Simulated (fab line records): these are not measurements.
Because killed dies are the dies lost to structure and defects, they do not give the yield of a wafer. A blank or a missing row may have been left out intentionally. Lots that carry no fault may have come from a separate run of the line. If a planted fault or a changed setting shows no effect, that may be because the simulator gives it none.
A lot that was struck, set against a sound lot | flow sky130 | 29 steps out of a route of 708
Sound: the wafers L405.2, L405.3, L405.6. The struck wafers were L413.2, L413.4, L413.6. The cause comes at the end.
Order at every step that has rows: each side's tool, ch and its chambers, its first start. Under that, the readings that differ: sound wafers | struck wafers | difference of the means | sigmas: that difference in standard deviations of wafers without a fault.
alike: same words and numbers on both sides, and readings whose means sit less than 2 such deviations apart. not compared: any withheld reading, any reading some wafer has no value for, any bound like >300 that may hide the same value, and any number with overlapping values for which the record gives no deviation.
A row with sigmas, a row that says differs or no value, or rows on one side alone: a step with any of these is where the two part. Non-overlapping numbers with no deviation appear without sigmas and do not part them. A reading that every wafer of one side lacks parts them only if that side has two wafers or more.

SKY_PWDE_STRIP_09: strips in O2/N2.
  sound on plasma-asher-01 ch 0,1, day 7 10:09; struck on plasma-asher-03 ch 0,1, day 9 05:27
  alike: chamber-pressure-mTorr, drypump-motor-current-A, oes-product-au, strip-time-to-endpoint-s
  not compared: rf-hours-counter-h
SKY_PWDE_TW_MEAS_10:
  sound on film-metro-02, day 7 10:16; struck on film-metro-02, day 9 05:34
  alike: PWDE_TW
then, 7 steps without rows for these wafers: SKY_NWELL_DEHYDRATE_03 (time 60 s); SKY_NWELL_HMDS_04 (prime time 60 s); SKY_NWELL_COAT_05 (resist thk 3000 nm); SKY_NWELL_SOFTBAKE_06; SKY_NWELL_EXPOSE_07 (exposes mask NWM, target cd 840 nm); SKY_NWELL_PEB_08; SKY_NWELL_DEVELOP_09 (develop time 60 s).
SKY_NWELL_OVL_MEAS_10:
  sound on overlay-01, day 8 05:53; struck on overlay-02, day 10 04:13
  alike: NWELL_00_OVL
then, 2 steps without rows for these wafers: SKY_NWELL_IMPLANT_11; SKY_NWELL_IMPLANT_12.
SKY_NWELL_IMPLANT_13:
  sound on implanter-04 ch 0, day 8 06:14; struck on implanter-04, day 10 04:34
  no value came back on the struck wafers for beam-energy-keV, beam-on-s (s); on the sound wafers beam-energy-keV reads 50.005 49.991 50.015
SKY_NWELL_STRIP_14: strips in O2/N2.
  sound on plasma-asher-01 ch 1, day 8 06:22; struck on plasma-asher-03 ch 0, day 10 04:41
  alike: chamber-pressure-mTorr, drypump-motor-current-A, oes-product-au, strip-time-to-endpoint-s
  not compared: rf-hours-counter-h
SKY_NWELL_TW_MEAS_15:
  sound on film-metro-01, day 8 06:28; struck on film-metro-02, day 10 04:48
  alike: NWELL_TW
then, 7 steps without rows for these wafers: SKY_NWELL_DEHYDRATE_16 (time 60 s); SKY_NWELL_HMDS_17 (prime time 60 s); SKY_NWELL_COAT_18 (resist thk 3000 nm); SKY_NWELL_SOFTBAKE_19; SKY_NWELL_EXPOSE_20 (exposes mask NWM COMPLEMENT, target cd 840 nm); SKY_NWELL_PEB_21; SKY_NWELL_DEVELOP_22 (develop time 60 s).
SKY_NWELL_OVL_MEAS_23:
  sound on overlay-02, day 9 03:19; struck on overlay-02, day 11 03:46
  alike: NWELL_01_OVL
then, 1 step without rows for these wafers: SKY_NWELL_IMPLANT_24.
SKY_NWELL_STRIP_25: strips in O2/N2.
  sound on plasma-asher-02 ch 1, day 9 03:30; struck on plasma-asher-03 ch 1, day 11 03:57
  alike: chamber-pressure-mTorr, drypump-motor-current-A, oes-product-au, strip-time-to-endpoint-s
  not compared: rf-hours-counter-h
SKY_NWELL_TW_MEAS_26:
  sound on film-metro-03, day 9 03:37; struck on film-metro-03, day 11 04:04
  alike: NWELL_2_TW
then, 1 step without rows for these wafers: SKY_NWELL_CLEAN_27 (cleans in SC1/SC2, time 150 s).
SKY_NWELL_RTA_28: time 30 s.
  sound on rtp-anneal-02 ch 0, day 9 03:44; struck on rtp-anneal-02 ch 0, day 11 04:10
  alike: lamp-power-pct, wafer_temp_C_max
SKY_NWELL_RS_MEAS_29: the measuring method here is four-point-probe.
  sound on film-metro-03, day 9 03:50; struck on film-metro-01, day 11 04:38
  reading           | sound             | struck            | difference | sigmas
  NWELL_RS (ohm/sq) | 627.1 628.7 628.1 | 649.6 650.7 650.0 | +22.1      | +16
  not compared: hold

## WHERE THEY PART
First at SKY_NWELL_IMPLANT_13; last, within this record, at SKY_NWELL_RS_MEAS_29.

WHY: whatever the simulator had introduced
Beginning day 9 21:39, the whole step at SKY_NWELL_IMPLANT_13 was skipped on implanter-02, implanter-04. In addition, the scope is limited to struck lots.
